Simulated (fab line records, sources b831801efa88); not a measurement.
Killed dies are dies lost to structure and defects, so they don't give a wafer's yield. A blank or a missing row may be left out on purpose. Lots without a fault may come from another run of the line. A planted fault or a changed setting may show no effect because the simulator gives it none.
A struck lot beside a sound one | flow gf180mcu | 21 steps out of a route of 602
Sound: wafers L711.1, L711.4, L711.5. Struck: wafers L725.1, L725.4, L725.6. The cause comes at the end.
At each step with rows: each side's tool, then ch and its chambers, then its first start. Under that, the readings that differ: sound wafers | struck wafers | difference of the means | sigmas: that difference in standard deviations of wafers without a fault.
alike: readings whose means differ by less than 2 such deviations, and words and numbers that are the same on both sides. not compared: withheld readings, readings that some wafer has no value for, bounds like >300 that may hide the same value, and numbers for which the record gives no deviation and whose values overlap.
The two part at a step that has a row with sigmas, a row that says differs or no value, or rows on one side only. Numbers that don't overlap but have no deviation are shown without sigmas and don't part them. A reading that every wafer of one side lacks parts them only if that side has two wafers or more.

GF_V1_THK_MEAS_25: measures by xrf.
  sound on film_metro-01, day 17 21:05; struck on film_metro-01, day 23 06:52
  reading       | sound       | struck      | difference | sigmas
  V1_W_THK (nm) | 367 375 365 | 354 352 353 | -16        | -2
GF_V1_CMP_26: polishes, stops on SiO2, t overpolish 15 s, target thk 0 nm.
  sound on cmp-01 ch 0,1,3, day 17 21:15; struck on cmp-01 ch 0,2, day 23 06:59
  alike: motor_current_A, overpolish_run_s, time_to_endpoint_s
then, 1 step without rows for these wafers: GF_M2_SPUTTER_00 (material Ti, target thk 37.5 nm, time 150 s).
GF_M2_SPUTTER_01: material TiN, target thk 30 nm, time 25 s.
  sound on pvd_sputter-01, day 17 21:39; struck on pvd_sputter-03, day 23 07:20
  alike: throttle_valve_pct
then, 1 step without rows for these wafers: GF_M2_SPUTTER_02 (material AlCu, target thk 450 nm, time 23.9 s).
GF_M2_SPUTTER_03: material Ti, target thk 10 nm, time 6.7 s.
  sound on pvd_sputter-01, day 17 21:43; struck on pvd_sputter-03, day 23 07:23
  alike: throttle_valve_pct
GF_M2_SPUTTER_04: material TiN, target thk 50 nm, time 41.7 s.
  sound on pvd_sputter-01, day 17 21:44; struck on pvd_sputter-03, day 23 07:25
  alike: throttle_valve_pct
GF_M2_RS_MEAS_05: measures by four-point-probe.
  sound on film_metro-01, day 17 21:46; struck on film_metro-01, day 23 07:27
  alike: M2_ALCU_RS
GF_M2_THK_MEAS_06: measures by xrf.
  sound on film_metro-01, day 17 21:53; struck on film_metro-01, day 23 07:34
  alike: M2_ALCU_THK
then, 3 steps without rows for these wafers: GF_M2_DEHYDRATE_07 (time 60 s); GF_M2_HMDS_08 (prime time 60 s); GF_M2_COAT_09 (resist thk 1000 nm).
GF_M2_SOFTBAKE_10: time 60 s.
  sound on litho_track-02 ch 0, day 18 09:01; struck on litho_track-01 ch 0, day 23 18:00
  reading                             | sound                | struck               | difference | sigmas
  heater_power_total_W (W)            | 93.08 92.89 93.07    | 101.75 101.84 101.87 | +8.81      | +99 or more
  plate_temp_C (C)                    | 130.00 129.86 129.96 | 139.30 139.28 139.43 | +9.40      | +72
  model.KrF_of_M2_COAT_09.thk_nm (nm) | 1006 1005 1005       | 988.7 987.9 988.3    | -17.0      |
then, 3 steps without rows for these wafers: GF_M2_EXPOSE_11 (exposes mask Metal2, target cd 280 nm); GF_M2_PEB_12 (peb time 90 s); GF_M2_DEVELOP_13 (develop time 60 s).
GF_M2_CD_MEAS_14: target cd 280 nm.
  sound on cd_sem-02, day 18 20:57; struck on cd_sem-02, day 24 05:18
  reading    | sound             | struck            | difference | sigmas
  cd_nm (nm) | 279.5 279.1 280.2 | 249.2 246.2 248.5 | -31.6      | -29
GF_M2_OVL_MEAS_15:
  sound on overlay-01, day 18 21:04; struck on overlay-02, day 24 05:25
  alike: M2_OVL
GF_M2_METAL_ETCH_16: etches the open film in Cl2/BCl3, stops on SiO2, target depth 627.5 nm, time 104.6 s.
  sound on rie_metal-03 ch 0,1, day 18 21:07; struck on rie_metal-03 ch 1, day 24 05:27
  reading                             | sound             | struck            | difference | sigmas
  model.M2.cd_nm (nm)                 | 272.5 279.3 273.1 | 248.2 245.7 248   | -27.7      |
  model.KrF_of_M2_COAT_09.thk_nm (nm) | 739.5 736.4 737.7 | 726.7 724.4 727.3 | -11.7      |
  alike: chamber_pressure_mTorr, drypump_motor_current_A, oes_product_au, throttle_valve_pct
  not compared: rf_hours_counter_h
GF_M2_STRIP_17: strips in O2/N2.
  sound on plasma_asher-03 ch 1, day 18 21:13; struck on plasma_asher-03 ch 0, day 24 05:36
  reading                      | sound          | struck         | difference | sigmas
  strip_time_to_endpoint_s (s) | 7.91 7.90 7.90 | 7.79 7.76 7.79 | -0.12      | -3
  alike: chamber_pressure_mTorr, drypump_motor_current_A, heater_power_w, oes_product_au
  not compared: rf_hours_counter_h
-- the record jumps here: 9 days lie between the struck wafers' starts before and after (it left off in module M2 and takes up again in module PASSIVATION, whose first step shown is number 602 of the route) --
GF_PASSIVATION_PROBE_99:
  sound on prober-02, day 28 19:23; struck on prober-01, day 32 22:15
  reading                        | sound                | struck               | difference | sigmas
  model.etest.met2.width_nm (nm) | 275.9 279.6 276.1    | 247.6 242.7 247.4    | -31.3      |
  model.etest.met2.line_ohm_um   | 0.2629 0.2602 0.2596 | 0.2866 0.2904 0.2874 | +0.0272    |

WHERE THEY PART
First at GF_V1_THK_MEAS_25; last, within this record, at GF_M2_STRIP_17.

WHY: what the simulator had put in
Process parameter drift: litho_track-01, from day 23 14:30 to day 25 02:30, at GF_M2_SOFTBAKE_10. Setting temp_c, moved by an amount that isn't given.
